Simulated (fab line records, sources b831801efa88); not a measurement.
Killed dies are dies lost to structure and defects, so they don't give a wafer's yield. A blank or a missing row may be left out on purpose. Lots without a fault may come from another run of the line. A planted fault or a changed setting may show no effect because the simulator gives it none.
A struck lot beside a sound one | flow sky130 | 36 steps out of a route of 708
Sound: wafers L738.1, L738.5, L738.6. Struck: wafer L754.4. (L754.6 of the same lot was not struck and is left out.) The cause comes at the end.
At each step with rows: each side's tool, then ch and its chambers, then its first start. Under that, the readings that differ: sound wafers | struck wafers | difference of the means | sigmas: that difference in standard deviations of wafers without a fault.
alike: readings whose means differ by less than 2 such deviations, and words and numbers that are the same on both sides. not compared: withheld readings, readings that some wafer has no value for, bounds like >300 that may hide the same value, and numbers for which the record gives no deviation and whose values overlap.
The two part at a step that has a row with sigmas, a row that says differs or no value, or rows on one side only. Numbers that don't overlap but have no deviation are shown without sigmas and don't part them. A reading that every wafer of one side lacks parts them only if that side has two wafers or more.

first, 1 step without rows for these wafers: SKY_METAL2_DEVELOP_14 (develop time 60 s).
SKY_METAL2_CD_MEAS_15: target cd 140 nm.
  sound on cd_sem-02, day 37 07:08; struck on cd_sem-01, day 41 06:35
  alike: cd_nm
SKY_METAL2_OVL_MEAS_16:
  sound on overlay-02, day 37 07:15; struck on overlay-01, day 41 06:40
  alike: METAL2_OVL
then, 1 step without rows for these wafers: SKY_METAL2_DESCUM_17 (chemistry O2, time 8 s).
SKY_METAL2_ETCH_18: etches BARC in N2/H2, stops on SiO2, time 45.9 s, target depth 60 nm.
  sound on rie_metal-02 ch 0,1, day 37 07:19; struck on rie_metal-03 ch 1, day 41 06:44
  reading                     | sound       | struck | difference | sigmas
  drypump_motor_current_A (A) | 5.7 5.7 5.7 | 6.6    | +0.9       | +2
  alike: bias_w, oes_product_au, throttle_valve_pct
  not compared: rf_hours_counter_h
SKY_METAL2_METAL_ETCH_19: etches the open film in Cl2/BCl3, stops on SiO2, target depth 360 nm, time 78 s.
  sound on rie_metal-02 ch 0,1, day 37 07:23; struck on rie_metal-03 ch 1, day 41 06:49
  reading                     | sound       | struck | difference | sigmas
  drypump_motor_current_A (A) | 5.7 5.7 5.7 | 6.6    | +0.9       | +2
  alike: bias_w, mfc_cl2_sccm, oes_product_au, throttle_valve_pct
  not compared: rf_hours_counter_h
SKY_METAL2_STRIP_20: strips in O2/N2.
  sound on plasma_asher-01 ch 0,1, day 37 07:28; struck on plasma_asher-04 ch 0, day 41 06:55
  reading             | sound          | struck | difference | sigmas
  o2_flow_sccm (sccm) | 2995 2970 3007 | 3012   | +21        | +2
  alike: drypump_motor_current_A, oes_product_au, strip_time_to_endpoint_s
  not compared: rf_hours_counter_h
then, 4 steps without rows for these wafers: SKY_METAL2_STRIP_21 (strips in post etch residue remover, time 1200 s); SKY_METAL2_CLEAN_22 (cleans in IPA, time 180 s); SKY_METAL2_CLEAN_23 (cleans in O3/DIW); SKY_VIA2_HDPCVD_00 (deposits SiO2, target thk 1180 nm, time 196.7 s).
SKY_VIA2_THK_MEAS_01:
  sound on film_metro-02, day 37 08:11; struck on film_metro-01, day 41 07:38
  alike: VIA2_HDPCVD_THK
SKY_VIA2_CMP_02: polishes SiO2.
  sound on cmp-01 ch 0,2,3, day 37 08:21; struck on cmp-01 ch 1, day 41 07:43
  reading                                  | sound             | struck | difference | sigmas
  model.SiO2_of_VIA2_HDPCVD_00.thk_nm (nm) | 494.8 494.9 496.3 | 618.4  | +123.1     |
  alike: head_pressure_psi, motor_current_A
SKY_VIA2_BOW_MEAS_03:
  sound on film_metro-04, day 37 08:33; struck on film_metro-01, day 41 08:01
  alike: VIA2_BOW
then, 8 steps without rows for these wafers: SKY_VIA2_DEHYDRATE_04 (time 60 s); SKY_VIA2_HMDS_05 (prime time 60 s); SKY_VIA2_COAT_06 (resist thk 60 nm); SKY_VIA2_COAT_07 (resist thk 450 nm); SKY_VIA2_SOFTBAKE_08 (time 90 s); SKY_VIA2_EXPOSE_09 (exposes mask VIM2, target cd 200 nm); SKY_VIA2_PEB_10; SKY_VIA2_DEVELOP_11 (develop time 60 s).
SKY_VIA2_CD_MEAS_12: target cd 200 nm.
  sound on cd_sem-02, day 38 11:12; struck on cd_sem-01, day 42 07:14
  alike: cd_nm
SKY_VIA2_OVL_MEAS_13:
  sound on overlay-02, day 38 11:19; struck on overlay-01, day 42 07:19
  alike: VIA2_OVL
then, 1 step without rows for these wafers: SKY_VIA2_ETCH_14 (etches BARC in N2/H2, stops on SiO2, time 45.9 s, target depth 60 nm).
SKY_VIA2_ETCH_15: etches SiO2 in C4F8/O2/Ar, stops on TiN, target depth 546 nm, time 84 s.
  sound on rie_diel-03 ch 2,3, day 38 11:24; struck on rie_diel-03 ch 2, day 42 07:24
  reading                          | sound             | struck | difference | sigmas
  oes_product_au (a.u.)            | 0.944 0.943 0.940 | 1.002  | +0.060     | +13
  model.etch.depth_nm (nm)         | 494.8 494.9 496.3 | 546.8  | +51.5      |
  model.VIA2.feature_depth_nm (nm) | 494.8 494.9 496.3 | 546.8  | +51.5      |
  alike: bias_w
  not compared: rf_hours_counter_h
SKY_VIA2_STRIP_16: strips in O2/N2.
  sound on plasma_asher-03 ch 0,1, day 38 11:28; struck on plasma_asher-02 ch 1, day 42 07:28
  alike: drypump_motor_current_A, o2_flow_sccm, oes_product_au, strip_time_to_endpoint_s
  not compared: rf_hours_counter_h
then, 4 steps without rows for these wafers: SKY_VIA2_STRIP_17 (strips in post etch residue remover, time 1200 s); SKY_VIA2_CLEAN_18 (cleans in IPA, time 180 s); SKY_VIA2_CLEAN_19 (cleans in O3/DIW); SKY_VIA2_SPUTTER_20 (material TiN, target thk 20 nm, time 80 s).
SKY_VIA2_CVD_21: deposits W, target thk 420 nm, time 126.4 s.
  sound on cvd_w-01 ch 0,1, day 38 12:07; struck on cvd_w-01 ch 1, day 42 08:08
  alike: heater_power_w
SKY_VIA2_CMP_24: polishes, stops on SiO2, t overpolish 20 s, target thk 0 nm.
  sound on cmp-02 ch 0,1,2, day 38 12:35; struck on cmp-01 ch 2, day 42 08:27
  reading                                  | sound             | struck | difference | sigmas
  model.SiO2_of_VIA2_HDPCVD_00.thk_nm (nm) | 490.4 490.5 491.9 | 614    | +123       |
  alike: head_pressure_psi, motor_current_A
SKY_METAL3_SPUTTER_00: material Ti, target thk 15 nm, time 10 s.
  the record has rows for the sound wafers here (pvd_sputter-04, day 38 12:44) and none for the struck ones
SKY_METAL3_SPUTTER_01: material TiN, target thk 20 nm, time 16.7 s.
  the record has rows for the sound wafers here (pvd_sputter-04, day 38 12:45) and none for the struck ones
-- the record jumps here: 8 days lie between the struck wafers' starts before and after (it left off in module METAL3 and takes up again in module PAD_OPEN, whose first step shown is number 708 of the route) --
SKY_PAD_OPEN_PROBE_99:
  sound on prober-01, day 47 13:32; struck on prober-02, day 50 09:10
  reading                                  | sound | struck | difference | sigmas
  model.etest.iso_ndiff_nwell.under_floor  | 0 0 0 | 1      | +1         |
  model.etest.sonos_programmed.under_floor | 0 0 0 | 1      | +1         |
  model.etest.res_li.open                  | 0 0 0 | 1      | +1         |
  model.etest.res_deep_nwell.open          | 0 0 0 | 1      | +1         |
  model.etest.pfet_g5v0d10v5.under_floor   | 0 0 0 | 1      | +1         |
  model.etest.diode_nwell_sub.under_floor  | 0 0 0 | 1      | +1         |
  model.etest.res_p_drift_20v.open         | 0 0 0 | 1      | +1         |
  model.etest.pfet_01v8.under_floor        | 0 0 0 | 1      | +1         |

WHERE THEY PART
First at SKY_METAL2_ETCH_18; last, within this record, at SKY_METAL3_SPUTTER_01.

WHY: what the simulator had put in
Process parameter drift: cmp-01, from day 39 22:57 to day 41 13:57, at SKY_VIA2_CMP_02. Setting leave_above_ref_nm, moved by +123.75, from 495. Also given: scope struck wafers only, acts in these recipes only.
